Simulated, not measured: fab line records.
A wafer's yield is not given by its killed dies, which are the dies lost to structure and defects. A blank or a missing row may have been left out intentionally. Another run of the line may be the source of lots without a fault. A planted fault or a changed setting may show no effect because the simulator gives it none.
A struck lot beside a sound one    flow sfq-line    18 out of 325 route steps
Sound: wafers L229.2, L229.3, L229.5. Struck: wafer L245.4 (left out: L245.2, L245.5 of the same lot, which were not struck); the cause appears at the end.
At each step with rows: each side's tool, then ch and its chambers, then its first start. Under that, the readings that differ: sound wafers    struck wafers    difference of the means    sigmas: that difference in standard deviations of wafers without a fault.
alike: words and numbers the same on both sides, and readings whose means are apart by under 2 such deviations; not compared: readings that were withheld, readings missing a value for some wafer, numbers with overlapping values and no deviation given by the record, and bounds like >300 which may hide the same value.
A row with sigmas, a row that says differs or no value, or rows on one side alone: a step with any of these is where the two part. When numbers do not overlap yet have no deviation, they are printed without sigmas and do not part them. Lack of a reading on every wafer of one side parts them only where that side has two or more wafers.

SFQ_TRILAYER_M7_BARC_OPEN_METAL_ETCH_229: etches BARC in O2, target depth 125 nm, time 41.7 s.
  sound on rie-metal-04 ch 0,1, day 78 22:42; struck on rie-metal-03 ch 1, day 86 16:25
reading     sound              struck  difference  sigmas
bias-w (W)  79.84 79.78 79.64  80.41   +0.66       +3
  alike: drypump-motor-current-A, oes-product-au
  not compared: rf-hours-counter-h
SFQ_TRILAYER_M7_ETCH_METAL_ETCH_180: etches Nb in Cl2/Ar, stops on SiO2, target depth 240 nm, time 120 s.
  sound on rie-metal-04 ch 0,1, day 78 22:46; struck on rie-metal-03 ch 1, day 86 16:28
  alike: bias-w, drypump-motor-current-A, oes-product-au
  not compared: rf-hours-counter-h
SFQ_TRILAYER_M7_STRIP_STRIP_181: strips in O2.
  sound on rie-metal-04 ch 0,1, day 78 22:53; struck on rie-metal-03 ch 1, day 86 16:35
  alike: drypump-motor-current-A, oes-product-au
  not compared: rf-hours-counter-h
then, 2 steps without rows for these wafers: SFQ_TRILAYER_M7_STRIP_SOLV_CLEAN_182 (cleans in NMP, time 600 s); SFQ_TRILAYER_I7_DEP_PECVD_183 (deposits SiO2 from SiH4/N2O, time 111.11 s, target thk 500 nm).
SFQ_TRILAYER_I7_CMP_CMP_184: polishes SiO2.
  sound on cmp-02 ch 0,2,3, day 79 04:14; struck on cmp-01 ch 2, day 86 22:49
  alike: motor-current-A, retaining-ring-pressure-frac, time-to-endpoint-s
SFQ_I7_BOW_MEAS_946:
  struck on film-metro-01, day 87 01:50; sound on film-metro-03, day 79 06:46
  alike: I7_BOW
then, 5 steps without rows for these wafers: SFQ_TRILAYER_I7_METRO_MEASURE_185; SFQ_TRILAYER_I7_VIA_LITHO_COAT_192 (resist thk 62 nm); SFQ_TRILAYER_I7_VIA_LITHO_COAT_187 (resist thk 650 nm); SFQ_TRILAYER_I7_VIA_LITHO_SOFTBAKE_191; SFQ_TRILAYER_I7_VIA_LITHO_EXPOSE_188 (exposes mask I7, target cd 1000 nm).
-- the record jumps here: 3 days lie between the struck wafers' starts before and after --
SFQ_TRILAYER_I7_VIA_LITHO_PEB_190: peb time 60 s.
  sound on litho-track-02 ch 0, day 79 21:56; struck on litho-track-02 ch 0, day 90 07:49
reading                   sound              struck  difference  sigmas
heater-power-total-W (W)  79.19 79.26 79.17  95.31   +16.10      +99 or more
  not compared: plate-temp-C
then, 1 step without rows for these wafers: SFQ_TRILAYER_I7_VIA_LITHO_DEVELOP_189 (time 60 s).
SFQ_I7_OVL_MEAS_947:
  struck on overlay-02, day 90 08:06; sound on overlay-01, day 79 22:13
  alike: I7_OVL
SFQ_TRILAYER_I7_VIA_BARC_OPEN_VIA_ETCH_260: etches BARC in O2, target depth 125 nm, time 41.7 s.
  sound on rie-diel-01 ch 0,1,3, day 79 22:15; struck on rie-diel-01 ch 1, day 90 08:08
reading              sound              struck  difference  sigmas
model.I7.cd-nm (nm)  998.8 997.8 999.3  899.4   -99.2       
  alike: bias-w, drypump-motor-current-A, oes-product-au
  not compared: rf-hours-counter-h
SFQ_TRILAYER_I7_VIA_ETCH_VIA_ETCH_190: etches SiO2 in CHF3, stops on Nb, target depth 260 nm.
  sound on rie-diel-01 ch 0,1,3, day 79 22:17; struck on rie-diel-01 ch 1, day 90 08:10
reading              sound              struck  difference  sigmas
model.I7.cd-nm (nm)  999.8 997.3 999.2  898.9   -99.9       
  alike: bias-w, drypump-motor-current-A, oes-product-au
SFQ_TRILAYER_I7_VIA_STRIP_STRIP_191: strips in O2.
  sound on rie-metal-04 ch 0, day 79 22:25; struck on rie-metal-02 ch 1, day 90 08:17
  alike: drypump-motor-current-A, oes-product-au
  not compared: rf-hours-counter-h

## WHERE THEY PART
At SFQ_TRILAYER_M7_BARC_OPEN_METAL_ETCH_229 first; at SFQ_TRILAYER_I7_VIA_LITHO_PEB_190 last (within this record only). Later steps at which nothing parts them and some readings are alike: SFQ_I7_OVL_MEAS_947, SFQ_TRILAYER_I7_VIA_BARC_OPEN_VIA_ETCH_260, SFQ_TRILAYER_I7_VIA_ETCH_VIA_ETCH_190, SFQ_TRILAYER_I7_VIA_STRIP_STRIP_191.

WHY: whatever the simulator had introduced
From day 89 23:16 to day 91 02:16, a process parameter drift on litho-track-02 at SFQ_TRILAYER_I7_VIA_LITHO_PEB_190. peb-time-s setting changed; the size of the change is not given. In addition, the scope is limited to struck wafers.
